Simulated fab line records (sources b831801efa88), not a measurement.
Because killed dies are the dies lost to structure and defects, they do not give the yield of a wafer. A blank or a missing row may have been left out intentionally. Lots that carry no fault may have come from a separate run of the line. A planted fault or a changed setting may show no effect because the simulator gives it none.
Which tool was responsible? | flow sky130 | 21 wafers sampled from 7 lots at 1 step of a route of 708

WHAT THE GAUGES READ, wafer by wafer
SKY_VT_ADJUST_HVTR_CD_MEAS_07: target cd 380 nm.
lot  | measured     | on        | cd nm (nm)
L854 | day 10 15:24 | cd sem-01 | 378.0 379.4 379.9
L856 | day 11 02:13 | cd sem-01 | 377.6 378.6 381.1
L858 | day 11 07:12 | cd sem-01 | 377.4 377.6 378.7
L861 | day 11 08:09 | cd sem-01 | 378.8 380.7 378.1
L866 | day 11 13:38 | cd sem-01 | 382.6 381.4 383.8
L872 | day 17 16:55 | cd sem-02 | 377.6 376.6 379.2
L871 | day 17 19:30 | cd sem-02 | 376.2 373.3 376.9

WHAT TOOL EACH LOT RAN ON (gives the tool, then ch and the chambers of the sampled wafers, and finally the start)
Record: no process step prior to these readings.

THE ANSWER, worked out from the rows above alone
Rule: what is usual is taken from the lots themselves. Put in order of their means at a reading, lots are off if they are a third of the lots or fewer, leave a main group of 4 or more, and stand apart from it by a gap of 3 or more times the standard deviation of the main group's means; of several such gaps the widest counts. The tables above print the reading to a certain number of digits; a main group whose means all agree to those digits is not used. A lot without any number at a reading at which 4 lots or more have one is off too. Any other lot the step has rows for is counted as sound.
No lot is off on any of the readings shown, so nothing can be concluded from this.

WHAT THE SIMULATOR HAD PUT IN
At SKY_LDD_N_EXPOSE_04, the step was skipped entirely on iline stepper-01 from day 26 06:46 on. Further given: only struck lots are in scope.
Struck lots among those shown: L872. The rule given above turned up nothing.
